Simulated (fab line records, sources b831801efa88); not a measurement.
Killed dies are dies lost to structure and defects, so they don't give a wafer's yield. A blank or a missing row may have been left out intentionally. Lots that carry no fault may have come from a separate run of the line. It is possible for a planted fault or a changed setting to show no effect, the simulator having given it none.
One fault through the eyes of 2 desks || flow gf180mcu || what lay behind the numbers comes last; until then each desk has only its own

FROM THE METROLOGY DESK
Means of the sampled wafers that have a number, per lot and without regard to the tool the lot ran on: this is what the gauges read. The brackets show how far a lot's mean lies from the usual mean; more than 4 standard deviations puts the lot out of limits, marked OUT.
Columns: A = NSD_RS at GF_PSD_RS_MEAS_14, usual 46.14 ohm/sq; B = PSD_RS at GF_PSD_RS_MEAS_15, usual 108.64 ohm/sq; C = SAB_CVD_00_THK at GF_SAB_THK_MEAS_01, usual 50.2 nm; D = cd-nm at GF_SAB_CD_MEAS_09, usual 420.0 nm; E = SAB_OVL at GF_SAB_OVL_MEAS_10, usual 0.3 nm
{"lot": "L706", "first seen here": "day 14 14:53", "A": 46.06, "B": 108.32, "C": 50.4, "D": 419.7, "E": 0.7}
{"lot": "L712", "first seen here": "day 16 19:38", "A": 46.11, "B": 108.26, "C": 50.4, "D": 422.1, "E": 0.5}
{"lot": "L713", "first seen here": "day 17 01:58", "A": 46.22, "B": 108.56, "C": 50.5, "D": 426.7, "E": 0.6}
{"lot": "L724", "first seen here": "day 20 21:29", "A": 46.14, "B": 108.63, "C": 49.5, "D": 419.4, "E": -0.0}
{"lot": "L727", "first seen here": "day 21 22:23", "A": 46.18, "B": 108.92, "C": 49.9, "D": 419.3, "E": -2.3}
{"lot": "L728", "first seen here": "day 22 08:12", "A": 45.98, "B": 108.42, "C": 50.2, "D": 418.6, "E": 2.1}
Result from this desk: across the 6 lots, nothing is out of limits.

AT THE TOOL OWNER'S DESK: litho-track-04
The tool's own readings at GF_SAB_DEVELOP_08 (develop time 60 s): means of the sampled wafers that have a number, for each lot that ran on this tool. The brackets show how far a lot's mean lies from the usual mean; more than 4 standard deviations puts the lot out of limits, marked OUT.
Columns: A = developer-temp-C at GF_SAB_DEVELOP_08, usual 22.98 C; B = exhaust-pa at GF_SAB_DEVELOP_08, usual 45.2 Pa
{"lot": "L706", "first seen here": "day 15 11:55", "A": 23.04, "B": 46.4}
{"lot": "L712", "first seen here": "day 17 18:34", "A": "24.01 (+9.3) OUT", "B": 45.0}
{"lot": "L713", "first seen here": "day 18 00:55", "A": "24.02 (+9.5) OUT", "B": 45.3}
{"lot": "L724", "first seen here": "day 21 21:11", "A": 22.92, "B": 45.8}
{"lot": "L728", "first seen here": "day 23 07:26", "A": 22.89, "B": 43.5}
This desk's verdict: out of limits on L712, L713, starting with L712 at day 17 18:34 (developer-temp-C at GF_SAB_DEVELOP_08). L706, L724, L728 stayed within limits.

TAKEN TOGETHER
The tool owner's desk could have raised an alarm at day 17 18:34, on L712, L713.
From the metrology desk's view, nothing was out of limits.
The metrology desk holds a record of L712, L713, inside its limits.
Of the lots named, all ran GF_SAB_DEVELOP_08 on litho-track-04.

WHAT THE SIMULATOR HAD INSERTED
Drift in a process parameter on litho-track-04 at GF_SAB_DEVELOP_08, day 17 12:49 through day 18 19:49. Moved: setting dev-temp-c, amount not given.
Lots struck among those shown: L712, L713.
Each desk's first reading out of limits, in hours after the fault started: the tool owner's desk, 6.
